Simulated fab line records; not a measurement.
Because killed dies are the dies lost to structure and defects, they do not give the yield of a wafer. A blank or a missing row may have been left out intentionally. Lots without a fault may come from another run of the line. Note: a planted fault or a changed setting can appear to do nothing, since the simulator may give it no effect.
fab line records    flow sky130
record lots=12  wafers=36  last_day=49
route steps=708 shown FIELD_ISO@17 NWELL@34 SONOS_ONO@172 SPACER@305
lots with no fault: from the same line, run without faults
start_h: hours from the record's first day to the start of the lot's first wafer shown    wait_h: hours since the lot's step before    " as in the row above    L1.1+2: a row that stands for several wafers    - no value, or no start given    * or withheld: withheld    < > ~ a bound
route shown NAME@n: a module of which the file shows steps, and the number in the route of the first    usual: average and standard deviation across the fault-free wafers    same: alike in all rows    chamber/n: place in a boat    sites: per-site readings    _std_site: the values' standard deviation    _edge_site: the outer-site mean with the inner-site mean subtracted    radius_mm: for every site, how far away it sits from the centre of the wafer    mask NAME#n: copy n    behind: tool/chamber where the wafer was last shaped    hold: why the lot went on hold/how many hours it stayed there/how the hold came to an end    device: transistor that didn't switch, given as n, p or np    end of line: the route-end tests of the same wafers    where a step has no rows: the recipe by itself    killed: dies lost to structure and defects at the first sort, not the wafer's yield    map: a wafer's dies, x killed, . not, _ none there
set.NAME: setting as actually run; set.NAME@STEP: the setting as run at that earlier step    model.NAME: the simulator's own value behind a step, which no gauge read
route steps across a sampled set of lots; one table per step, one row per wafer
services: a tool's chamber out of use, with start hour (start_h, from the record's first day; less than 0 if before it), hours out, and reason
## steps
# step SKY_FIELD_ISO_STRIP_16
# recipe chemistry=O2/N2  power_w=1400  pressure_mtorr=1500  platen_temp_c=withheld  o2_flow_sccm=3000  n2_flow_sccm=300  overash_fraction=0.5
# usual drypump_motor_current_A=5.52/0.3  o2_flow_sccm=3000/9.2  oes_product_au=0.377/0.0049  strip_time_to_endpoint_s=3.54/0.039
lot.wafer  tool             chamber  start_h  wait_h  drypump_motor_current_A  o2_flow_sccm  oes_product_au  rf_hours_counter_h  strip_time_to_endpoint_s
L956.2     plasma_asher-03  0        42.04    0.0     5.53                     2996          0.373           36                  3.50
L956.4     "                1        "        "       5.91                     3007          0.372           -                   3.46
L956.6     "                0        "        "       5.53                     2994          0.382           -                   3.44
L957.1     plasma_asher-02  0        48.51    0.0     5.66                     2997          0.372           35                  3.46
L957.2     "                1        "        "       5.64                     2988          0.385           35                  3.59
L957.3     "                1        "        "       5.64                     2999          0.372           -                   3.43
L958.2     plasma_asher-03  1        50.39    0.0     5.87                     3005          0.378           37                  3.52
L958.4     "                1        "        "       5.87                     3005          0.375           -                   3.52
L958.6     "                0        "        "       5.52                     2995          0.372           -                   3.50
L959.2     plasma_asher-03  1        54.96    0.0     5.90                     3004          0.365           38                  3.54
L959.4     "                0        "        "       5.52                     2995          0.386           -                   3.58
L959.5     "                1        "        "       5.90                     3018          0.369           -                   3.54
L966.2     plasma_asher-04  1        90.46    0.0     4.90                     2999          0.383           29                  3.56
L966.5     "                0        "        "       5.46                     3003          0.374           -                   3.56
L966.6     "                1        "        "       4.89                     3010          0.373           -                   3.50
L967.3     plasma_asher-02  0        96.74    0.1     5.66                     3001          0.372           -                   3.50
L967.5     "                0        "        "       5.67                     3000          0.376           -                   3.59
L967.6     "                1        "        "       5.62                     2995          0.372           -                   3.51
L969.2     plasma_asher-04  0        106.31   0.0     5.45                     2984          0.381           31                  3.56
L969.4     "                1        "        "       4.88                     3006          0.375           -                   3.54
L969.6     "                0        "        "       5.44                     2984          0.385           -                   3.61
L970.1     plasma_asher-03  0        111.64   0.0     5.53                     3000          0.367           43                  3.49
L970.2     "                1        "        "       5.93                     2985          0.380           43                  3.54
L970.6     "                0        "        "       5.53                     3003          0.374           -                   3.58
L971.1     plasma_asher-04  0        118.21   0.0     5.46                     3001          0.377           32                  3.56
L971.2     "                1        "        "       4.86                     2996          0.379           32                  3.53
L971.3     "                0        "        "       5.45                     2986          0.387           -                   3.56
L973.2     plasma_asher-03  1        129.11   0.0     5.88                     3009          0.382           45                  3.62
L973.3     "                1        "        "       5.92                     3009          0.370           -                   3.56
L973.4     "                0        "        "       5.52                     2992          0.377           -                   3.54
L974.2     plasma_asher-02  0        133.74   0.0     5.68                     2973          0.373           2                   3.53
L974.3     "                1        "        "       5.61                     2992          0.379           -                   3.56
L974.5     "                1        "        "       5.64                     2996          0.382           -                   3.54
L976.1     plasma_asher-02  1        147.41   0.0     5.63                     2996          0.375           3                   3.56
L976.3     "                0        "        "       5.66                     3009          0.385           -                   3.53
L976.5     "                1        "        "       5.62                     2998          0.378           -                   3.52
# step SKY_NWELL_THK_MEAS_02
# recipe reads=SiO2_of_NWELL_OXIDATION_01
# usual NWELL_OXIDATION_THK=9.88/0.2
lot.wafer  tool           chamber  start_h  wait_h  NWELL_OXIDATION_THK[nm]
L956.2     film_metro-01  -        51.17    0.0     9.82
L956.4     "              -        "        "       9.85
L956.6     "              -        "        "       9.83
L957.1     film_metro-04  -        55.73    0.0     9.94
L957.2     "              -        "        "       10.05
L957.3     "              -        "        "       9.94
L958.2     film_metro-04  -        58.28    0.0     9.83
L958.4     "              -        "        "       9.89
L958.6     "              -        "        "       9.95
L959.2     film_metro-01  -        61.02    0.0     9.74
L959.4     "              -        "        "       9.78
L959.5     "              -        "        "       9.81
L966.2     film_metro-02  -        100.84   0.0     9.84
L966.5     "              -        "        "       9.85
L966.6     "              -        "        "       9.62
L967.3     film_metro-02  -        105.22   0.0     9.74
L967.5     "              -        "        "       9.74
L967.6     "              -        "        "       9.59
L969.2     film_metro-01  -        115.42   0.0     9.81
L969.4     "              -        "        "       9.77
L969.6     "              -        "        "       9.72
L970.1     film_metro-01  -        122.26   0.0     9.53
L970.2     "              -        "        "       9.76
L970.6     "              -        "        "       9.70
L971.1     film_metro-02  -        126.74   0.0     9.72
L971.2     "              -        "        "       9.74
L971.3     "              -        "        "       9.74
L973.2     film_metro-02  -        135.50   0.0     10.23
L973.3     "              -        "        "       10.11
L973.4     "              -        "        "       9.95
L974.2     film_metro-02  -        140.51   0.0     9.73
L974.3     "              -        "        "       9.74
L974.5     "              -        "        "       9.58
L976.1     film_metro-04  -        153.81   0.0     9.80
L976.3     "              -        "        "       9.82
L976.5     "              -        "        "       9.86
# step SKY_SONOS_ONO_CVD_04
# recipe material=SiO2  precursor=SiH4/N2O  target_thk_nm=5.7199  temp_c=900  pressure_mtorr=400
# usual spike_tc_lower_C=900.9/1  spike_tc_top_C=911.9/1.3  zone_power_centre_pct=18.6/0.95
lot.wafer  tool      chamber  start_h  wait_h  spike_tc_lower_C  spike_tc_top_C  zone_power_centre_pct
L956.2     lpcvd-03  1        266.93   0.0     899.5             910.4           17.7
L956.4     "         1        "        "       901.2             911.3           17.9
L956.6     "         1        "        "       900.1             911.6           17.7
L957.1     lpcvd-03  1        274.59   0.1     901.1             911.2           17.8
L957.2     "         1        "        "       900.4             912.1           17.8
L957.3     "         1        "        "       901.5             910.4           17.8
L958.2     lpcvd-03  1        282.72   0.0     900.7             910.6           18.1
L958.4     "         1        "        "       902.1             910.0           17.7
L958.6     "         1        "        "       902.3             910.1           17.6
L959.2     lpcvd-03  0        282.72   0.0     899.9             912.9           19.6
L959.4     "         0        "        "       900.1             910.9           19.9
L959.5     "         0        "        "       901.3             914.2           19.8
L966.2     lpcvd-03  1        346.15   0.0     899.6             910.1           17.7
L966.5     "         1        "        "       900.3             911.6           18.1
L966.6     "         1        "        "       899.9             912.1           17.9
L967.3     lpcvd-03  1        350.78   0.0     900.4             911.6           17.9
L967.5     "         1        "        "       901.4             909.8           17.9
L967.6     "         1        "        "       900.7             913.9           17.6
L969.2     lpcvd-03  0        367.33   0.0     900.7             913.1           19.9
L969.4     "         0        "        "       901.0             912.3           19.7
L969.6     "         0        "        "       901.0             913.9           19.6
L970.1     lpcvd-03  0        382.66   0.1     900.7             912.0           19.8
L970.2     "         0        "        "       899.9             912.8           19.9
L970.6     "         0        "        "       901.1             913.2           19.5
L971.1     lpcvd-03  0        386.58   0.1     901.2             913.7           19.2
L971.2     "         0        "        "       899.8             911.8           19.7
L971.3     "         0        "        "       902.3             915.8           19.7
L973.2     lpcvd-03  0        397.09   0.0     901.4             913.2           19.7
L973.3     "         0        "        "       900.4             911.8           20.0
L973.4     "         0        "        "       901.1             914.2           19.9
L974.2     lpcvd-03  0        407.98   0.0     901.5             913.5           19.9
L974.3     "         0        "        "       900.7             913.2           19.9
L974.5     "         0        "        "       901.6             913.1           19.6
L976.1     lpcvd-03  1        425.66   0.1     901.3             910.4           17.6
L976.3     "         1        "        "       900.4             910.3           18.0
L976.5     "         1        "        "       901.7             911.5           17.7
# step SKY_SONOS_ONO_THK_MEAS_05
# recipe reads=SiO2_of_SONOS_ONO_CVD_04
# usual SONOS_ONO_CVD_04_THK=5.75/0.11
lot.wafer  tool           chamber  start_h  wait_h  SONOS_ONO_CVD_04_THK[nm]
L956.2     film_metro-04  -        268.19   0.0     6.63
L956.4     "              -        "        "       6.66
L956.6     "              -        "        "       6.64
L957.1     film_metro-03  -        275.84   0.0     6.47
L957.2     "              -        "        "       6.62
L957.3     "              -        "        "       6.58
L958.2     film_metro-04  -        283.98   0.0     6.63
L958.4     "              -        "        "       6.84
L958.6     "              -        "        "       6.78
L959.2     film_metro-03  -        283.98   0.0     6.69
L959.4     "              -        "        "       6.85
L959.5     "              -        "        "       6.79
L966.2     film_metro-02  -        348.04   0.0     5.71
L966.5     "              -        "        "       5.70
L966.6     "              -        "        "       5.68
L967.3     film_metro-03  -        352.05   0.0     5.64
L967.5     "              -        "        "       5.60
L967.6     "              -        "        "       5.66
L969.2     film_metro-02  -        368.59   0.0     5.77
L969.4     "              -        "        "       5.73
L969.6     "              -        "        "       5.72
L970.1     film_metro-04  -        383.91   0.0     5.78
L970.2     "              -        "        "       5.89
L970.6     "              -        "        "       5.82
L971.1     film_metro-04  -        387.83   0.0     5.68
L971.2     "              -        "        "       5.76
L971.3     "              -        "        "       5.70
L973.2     film_metro-02  -        398.97   0.0     5.72
L973.3     "              -        "        "       5.73
L973.4     "              -        "        "       5.72
L974.2     film_metro-03  -        409.24   0.0     5.76
L974.3     "              -        "        "       5.91
L974.5     "              -        "        "       5.69
L976.1     film_metro-04  -        426.91   0.0     5.86
L976.3     "              -        "        "       5.87
L976.5     "              -        "        "       5.85
# step SKY_SPACER_THK_MEAS_01
# recipe reads=Si3N4_of_SPACER_CVD_00
# usual SPACER_CVD_00_THK=43.2/0.36
lot.wafer  tool           chamber  start_h  wait_h  SPACER_CVD_00_THK[nm]
L956.2     film_metro-04  -        542.37   0.0     43.1
L956.4     "              -        "        "       42.7
L956.6     "              -        "        "       43.1
L957.1     film_metro-02  -        550.68   0.0     43.8
L957.2     "              -        "        "       44.1
L957.3     "              -        "        "       43.6
L959.2     film_metro-01  -        556.30   0.0     43.2
L959.4     "              -        "        "       43.2
L959.5     "              -        "        "       43.3
L958.2     film_metro-01  -        561.94   0.0     43.5
L958.4     "              -        "        "       43.3
L958.6     "              -        "        "       43.3
L966.2     film_metro-04  -        628.27   0.0     43.7
L966.5     "              -        "        "       44.0
L966.6     "              -        "        "       43.9
L967.3     film_metro-04  -        631.94   0.0     43.2
L967.5     "              -        "        "       43.1
L967.6     "              -        "        "       42.8
L969.2     film_metro-02  -        647.01   0.0     43.3
L969.4     "              -        "        "       43.2
L969.6     "              -        "        "       43.3
L970.1     film_metro-01  -        667.93   0.0     43.1
L970.2     "              -        "        "       42.8
L970.6     "              -        "        "       43.0
L971.1     film_metro-02  -        671.73   0.0     43.4
L971.2     "              -        "        "       43.3
L971.3     "              -        "        "       43.3
L973.2     film_metro-02  -        679.61   0.0     43.2
L973.3     "              -        "        "       43.3
L973.4     "              -        "        "       43.1
L974.2     film_metro-02  -        692.49   0.0     43.1
L974.3     "              -        "        "       43.2
L974.5     "              -        "        "       42.9
L976.1     film_metro-02  -        702.72   0.0     43.0
L976.3     "              -        "        "       43.0
L976.5     "              -        "        "       42.8
## services
tool             chamber  start_h  hours  kind
lpcvd-03         -        64.79    6.0    pm
lpcvd-03         -        93.89    2.3    repair
plasma_asher-02  -        108.75   9.0    pm
plasma_asher-02  0        108.75   9.0    vent_cycle
plasma_asher-02  1        108.75   9.0    vent_cycle
plasma_asher-02  0        117.75   -      clean
plasma_asher-02  1        117.75   -      clean
plasma_asher-04  -        163.93   0.7    repair
plasma_asher-04  -        263.05   0.7    repair
plasma_asher-03  -        313.40   1.9    repair
plasma_asher-02  -        376.84   2.1    repair
plasma_asher-03  -        421.25   9.0    pm
plasma_asher-03  0        421.25   9.0    vent_cycle
plasma_asher-03  1        421.25   9.0    vent_cycle
## key
first_sign step=SKY_SONOS_ONO_THK_MEAS_05  reading=SONOS_ONO_CVD_04_THK  direction=up  sigmas=8.8  usual=5.75  struck=6.68
effect none on later readings
met_at SKY_SONOS_ONO_CVD_04
struck_lots L956,L957,L958,L959
tester_left_out L956,L957,L958,L959
not_acting_at SKY_FIELD_ISO_STRIP_16,SKY_NWELL_THK_MEAS_02,SKY_SPACER_THK_MEAS_01
fault kind=process_parameter_drift  tool=lpcvd-03  chamber=-  onset_h=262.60  steps=SKY_SONOS_ONO_CVD_04  channel=target_thk_nm  offset=0.9666  shape=step  end_h=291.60  stated=5.7199
# tester_left_out: of these lots the tester's yield and bins aren't shown, on N5 and GAA mostly nor the transistor test; their killed dies are dies lost to structure and defects alone, not to doping, threshold or leakage, so they don't give the yield
